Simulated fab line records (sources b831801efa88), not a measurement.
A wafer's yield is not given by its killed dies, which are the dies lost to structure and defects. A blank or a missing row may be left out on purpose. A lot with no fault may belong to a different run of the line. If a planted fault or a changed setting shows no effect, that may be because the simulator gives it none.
Check for tools in common | flow gf180mcu | 14 lots, 42 wafers sampled

## REASON IT WAS OPENED
At GF_POLY_GATE_CD_MEAS_10 the reading cd nm is flagged on 2 of 14 lots. Fault-free wafers read 280.0 nm, with a standard deviation of 1.3.
Rule: a lot gets a flag if all its wafers with a number sit over 4 standard deviations from that mean, or if no wafer of it has a number. As for the other lots, they are considered sound.

lot  | measured     | on        | cd nm (nm), wafer by wafer | flag
L514 | day 8 23:31  | cd sem-01 | 279.4 279.3 280.0          |
L515 | day 9 02:05  | cd sem-02 | 281.5 280.8 280.3          |
L518 | day 10 00:34 | cd sem-02 | 280.7 282.9 281.6          |
L519 | day 10 06:31 | cd sem-01 | 280.0 279.8 278.9          |
L520 | day 10 19:50 | cd sem-02 | 280.7 280.9 280.0          |
L521 | day 11 01:11 | cd sem-02 | 278.8 279.5 281.2          |
L522 | day 11 15:55 | cd sem-02 | 278.4 278.9 278.4          |
L523 | day 12 05:44 | cd sem-02 | 280.0 280.4 280.7          |
L526 | day 13 01:29 | cd sem-02 | 279.4 280.5 280.5          |
L527 | day 13 14:32 | cd sem-02 | 277.0 276.9 277.4          |
L531 | day 15 00:02 | cd sem-01 | 281.3 280.9 281.2          |
L532 | day 15 00:44 | cd sem-02 | 271.3 271.4 270.8          | FLAGGED
L534 | day 15 10:17 | cd sem-01 | 273.6 274.7 273.2          | FLAGGED
L537 | day 16 10:58 | cd sem-01 | 279.9 279.9 280.4          |
On average the flagged lots' numbers are 272.5 nm, which is -7.5 nm against the usual, or -6 standard deviations.

## EACH LOT AND THE TOOL IT RAN ON
The record keeps 1 process step preceding the reading, out of 602 steps on the route. Each cell gives the tool, then ch followed by the chambers the sampled wafers passed through, then the start.
lot  | flag    | GF_POLY_GATE_PEB_08
L514 |         | litho track-04 ch 0, day 8 23:10
L515 |         | litho track-01 ch 0, day 9 01:45
L518 |         | litho track-02 ch 0, day 10 00:14
L519 |         | litho track-01 ch 0, day 10 06:10
L520 |         | litho track-01 ch 0, day 10 19:30
L521 |         | litho track-01 ch 0, day 11 00:51
L522 |         | litho track-02 ch 0, day 11 15:34
L523 |         | litho track-04 ch 0, day 12 05:24
L526 |         | litho track-04 ch 0, day 13 01:09
L527 |         | litho track-01 ch 0, day 13 14:11
L531 |         | litho track-01 ch 0, day 14 23:41
L532 | FLAGGED | litho track-01 ch 0, day 15 00:23
L534 | FLAGGED | litho track-01 ch 0, day 15 09:56
L537 |         | litho track-04 ch 0, day 16 10:37
These steps, and what they do:
- GF_POLY_GATE_PEB_08: peb time 90 s.
- GF_POLY_GATE_CD_MEAS_10: target cd 280 nm.

## FLAGGED OVER TOTAL, TOOL BY TOOL (the gauges that took the reading come last)
step                    | tool           | lots run | flagged | share of the flagged lots | sound lots run after its first flagged lot
GF_POLY_GATE_PEB_08     | litho track-01 | 8        | 2       | all                       | 0
GF_POLY_GATE_PEB_08     | litho track-02 | 2        | 0       | none                      | -
GF_POLY_GATE_PEB_08     | litho track-04 | 4        | 0       | none                      | -
GF_POLY_GATE_CD_MEAS_10 | cd sem-01      | 5        | 1       | some                      | 1 (L537)
GF_POLY_GATE_CD_MEAS_10 | cd sem-02      | 9        | 1       | some                      | 0

## WHAT IS ALLOWED BY THE TABLE
In the table, 1 row covers all flagged lots: litho track-01 at GF_POLY_GATE_PEB_08.
- litho track-01 at GF_POLY_GATE_PEB_08: 2 of its 8 lots flagged. Last sound lot L531 at day 14 23:41, first flagged lot L532 at day 15 00:23; a fault beginning in between fits.
What remains is a single tool, litho track-01 at GF_POLY_GATE_PEB_08.

## WHAT WAS PUT IN BY THE SIMULATOR
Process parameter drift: litho track-01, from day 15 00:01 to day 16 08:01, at GF_POLY_GATE_PEB_08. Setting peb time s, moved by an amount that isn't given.
Shown lots that were struck: L532, L534. The rule above found the same.
